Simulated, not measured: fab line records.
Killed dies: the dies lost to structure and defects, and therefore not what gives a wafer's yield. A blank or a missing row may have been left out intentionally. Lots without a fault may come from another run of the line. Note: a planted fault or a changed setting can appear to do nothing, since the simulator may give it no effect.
Chamber matching | flow sky130 | rie-diel-04 running SKY_VIA3_ETCH_15: 4 sister chambers
The step etches SiO2 in C4F8/O2/Ar, stops on TiN, target depth 507 nm, time 78 s. 26 wafers are shown with their chamber, then 12 later ones without.

WAFERS WITH THEIR CHAMBER
wafer  | chamber | rf-fwd-power-W (W) | oes-product-au (a.u.) | chamber-pressure-mTorr (mTorr)
L076.4 | 0       | 1497               | 0.947                 | 39.97
L076.5 | 1       | 1493               | 0.951                 | 40.01
L076.6 | 0       | 1493               | 0.943                 | 40.02
L077.1 | 3       | 1494               | 0.952                 | 40.02
L077.4 | 2       | 1506               | 0.951                 | 40.03
L077.6 | 2       | 1494               | 0.957                 | 39.94
L079.2 | 2       | 1502               | 0.943                 | 39.98
L079.3 | 1       | 1500               | 0.944                 | 40.00
L079.4 | 0       | 1491               | 0.940                 | 39.97
L080.1 | 1       | 1496               | 0.949                 | 40.04
L080.3 | 3       | 1491               | 0.952                 | 40.07
L080.5 | 0       | 1491               | 0.941                 | 39.93
L085.1 | 2       | 1496               | 0.946                 | 40.05
L085.4 | 3       | 1490               | 0.953                 | 39.99
L085.6 | 1       | 1492               | 0.943                 | 40.02
L084.2 | 2       | 1492               | 0.953                 | 40.08
L084.5 | 3       | 1496               | 0.946                 | 40.00
L084.6 | 0       | 1486               | 0.954                 | 40.02
L088.2 | 0       | 1491               | 0.948                 | 40.03
L088.5 | 0       | 1493               | 0.943                 | 39.94
L088.6 | 1       | 1487               | 0.950                 | 40.08
L090.1 | 2       | 1497               | 0.936                 | 40.03
L090.2 | 1       | 1489               | 0.946                 | 40.01
L090.4 | 0       | 1489               | 0.941                 | 40.09
L091.4 | 3       | 1495               | 0.953                 | 40.00
L091.6 | 2       | 1494               | 0.956                 | 40.01

SIGNATURES (means of the wafers above)
reading                | chamber 0 | chamber 1 | chamber 2 | chamber 3 | scatter within a chamber
rf-fwd-power-W         | 1491.38   | 1492.83   | 1497.29   | 1493.20   | 4.04
oes-product-au         | 0.94462   | 0.94717   | 0.94886   | 0.95120   | 0.0052
chamber-pressure-mTorr | 39.9963   | 40.0267   | 40.0171   | 40.0160   | 0.0433
Rule: for a wafer and a chamber, the distance is found by dividing, reading by reading, the gap between the wafer's reading and the chamber's mean by the reading's scatter, squaring, summing and taking the root. If the next closest chamber is less than 2 further off than the closest, the wafer can't be placed; otherwise it belongs to the closest. The scatter: the root of (the sum of the squares of (reading less its chamber's mean) over the shown wafers, divided by (wafers less chambers)).

WAFERS WITHOUT THEIR CHAMBER
wafer  | rf-fwd-power-W (W) | oes-product-au (a.u.) | chamber-pressure-mTorr (mTorr)
L093.1 | 1494               | 0.944                 | 40.00
L093.4 | 1494               | 0.947                 | 39.99
L093.5 | 1501               | 0.946                 | 40.01
L095.1 | 1499               | 0.945                 | 39.99
L095.3 | 1499               | 0.941                 | 40.01
L095.5 | 1492               | 0.946                 | 39.97
L094.1 | 1498               | 0.952                 | 39.96
L094.3 | 1495               | 0.945                 | 40.03
L094.6 | 1501               | 0.951                 | 39.98
L097.2 | 1497               | 0.945                 | 39.99
L097.3 | 1488               | 0.937                 | 40.03
L097.6 | 1490               | 0.944                 | 40.02

CHAMBER TAKEN BY EACH
wafer  | from the rows above               | in truth
L093.1 | can't be placed: 0 or 1 or 2 or 3 | 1
L093.4 | can't be placed: 0 or 1 or 3 or 2 | 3
L093.5 | can't be placed: 2 or 1 or 3 or 0 | 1
L095.1 | can't be placed: 2 or 1 or 0 or 3 | 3
L095.3 | can't be placed: 2 or 1 or 0 or 3 | 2
L095.5 | can't be placed: 0 or 1 or 3 or 2 | 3
L094.1 | can't be placed: 2 or 3 or 1 or 0 | 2
L094.3 | can't be placed: 1 or 2 or 0 or 3 | 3
L094.6 | can't be placed: 2 or 3 or 1 or 0 | 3
L097.2 | can't be placed: 2 or 1 or 0 or 3 | 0
L097.3 | can't be placed: 0 or 1 or 3 or 2 | 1
L097.6 | can't be placed: 0 or 1 or 3 or 2 | 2
Correct placement for 0 of the 12. Cannot be placed on the basis of these rows: 12; the candidates contain the true chamber in 12. 0 placed wrongly.
